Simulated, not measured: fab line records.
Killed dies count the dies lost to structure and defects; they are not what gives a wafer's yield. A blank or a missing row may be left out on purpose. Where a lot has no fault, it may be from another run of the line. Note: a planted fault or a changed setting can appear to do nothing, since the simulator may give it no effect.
A lot that was struck, set against a sound lot :: flow sfq_line :: 13 steps out of a route of 325
Sound: wafers L775.3, L775.4, L775.6. Struck: wafer L794.2 (left out: L794.3, a lot-mate that was not struck); the cause follows at the end.
Order at every step that has rows: each side's tool, ch and its chambers, its first start. Under that, the readings that differ: sound wafers :: struck wafers :: difference of the means :: sigmas: that difference in standard deviations of wafers without a fault.
alike: readings with means less than 2 such deviations apart, plus words and numbers identical on both sides. not compared: withheld readings, readings lacking a value on some wafer, bounds such as >300 that could conceal the same value, and numbers that have no deviation in the record and whose values overlap.
A row with sigmas, a row that says differs or no value, or rows on one side alone: a step with any of these is where the two part. When numbers do not overlap yet have no deviation, they are printed without sigmas and do not part them. A reading that every wafer of one side lacks parts them only if that side has two wafers or more.

first, 6 steps without rows for these wafers: SFQ_TRILAYER_M0_LITHO_COAT_026 (resist thk 62 nm); SFQ_TRILAYER_M0_LITHO_COAT_021 (resist thk 600 nm); SFQ_TRILAYER_M0_LITHO_SOFTBAKE_025; SFQ_TRILAYER_M0_LITHO_EXPOSE_022 (exposes mask M0, target cd 500 nm); SFQ_TRILAYER_M0_LITHO_PEB_024 (peb time 60 s); SFQ_TRILAYER_M0_LITHO_DEVELOP_023 (time 60 s).
SFQ_M0_OVL_MEAS_906:
  struck on overlay-02, day 12 14:41; sound on overlay-02, day 5 14:51
  alike: M0_OVL
SFQ_TRILAYER_M0_BARC_OPEN_METAL_ETCH_031: etches BARC in O2, target depth 125 nm, time 41.7 s.
  sound on rie_metal-02 ch 0,1, day 5 14:53; struck on rie_metal-04 ch 1, day 12 14:43
reading: drypump_motor_current_A (A)
sound: 5.5 6.5 6.4
struck: 5.0
difference: -1.1
sigmas: -2

reading: rf_hours_counter_h (h)
sound: - - -
struck: 139
difference: no value on the sound wafers
sigmas: 
  alike: he_backside_leak_sccm, oes_product_au, rf_fwd_power_W
SFQ_TRILAYER_M0_ETCH_METAL_ETCH_024: etches Nb in Cl2/Ar, stops on SiO2, target depth 240 nm, time 120 s.
  sound on rie_metal-02 ch 0,1, day 5 14:59; struck on rie_metal-04 ch 1, day 12 14:46
reading: drypump_motor_current_A (A)
sound: 5.6 6.4 6.4
struck: 5.0
difference: -1.1
sigmas: -2

reading: oes_product_au (a.u.)
sound: 0.912 0.902 0.913
struck: 0.891
difference: -0.018
sigmas: -3

reading: rf_hours_counter_h (h)
sound: - - -
struck: 139
difference: no value on the sound wafers
sigmas: 
  alike: he_backside_leak_sccm, rf_fwd_power_W
SFQ_TRILAYER_M0_STRIP_STRIP_025: strips in O2.
  sound on rie_metal-02 ch 0,1, day 5 15:16; struck on rie_metal-04 ch 1, day 12 14:53
reading: drypump_motor_current_A (A)
sound: 5.6 6.4 6.5
struck: 5.0
difference: -1.2
sigmas: -2

reading: rf_hours_counter_h (h)
sound: - - -
struck: 139
difference: no value on the sound wafers
sigmas: 
  alike: he_backside_leak_sccm, oes_product_au
then, 1 step without rows for these wafers: SFQ_TRILAYER_M0_STRIP_SOLV_CLEAN_026 (cleans in NMP, time 600 s).
SFQ_TRILAYER_I0_DEP_PECVD_027: deposits SiO2 from SiH4/N2O, time 111.11 s, target thk 500 nm.
  sound on pecvd-02 ch 0,2, day 5 15:50; struck on pecvd-01 ch 1, day 12 15:40
reading: run_length_s (s)
sound: 138.5 138.4 139.7
struck: 134.2
difference: -4.7
sigmas: -9

reading: model.SiO2_of_TRILAYER_I0_DEP_PECVD_027.thk_nm (nm)
sound: 504 510.8 506.6
struck: 481.2
difference: -25.9
sigmas: 
  alike: heater_power_outer_w, heater_power_w, throttle_valve_pct
  not compared: rf_fwd_power_W
SFQ_TRILAYER_I0_CMP_CMP_028: polishes SiO2.
  sound on cmp-02 ch 0,1,3, day 5 23:01; struck on cmp-02 ch 1, day 12 19:51
reading: time_to_endpoint_s (s)
sound: 218 219 218
struck: 203
difference: -15
sigmas: -2
  alike: head_pressure_psi, motor_current_A, platen_rpm, slurry_flow_ml_min

WHERE THEY PART
First at SFQ_TRILAYER_M0_BARC_OPEN_METAL_ETCH_031; last, within this record, at SFQ_TRILAYER_I0_CMP_CMP_028.

WHY: what the simulator had put in
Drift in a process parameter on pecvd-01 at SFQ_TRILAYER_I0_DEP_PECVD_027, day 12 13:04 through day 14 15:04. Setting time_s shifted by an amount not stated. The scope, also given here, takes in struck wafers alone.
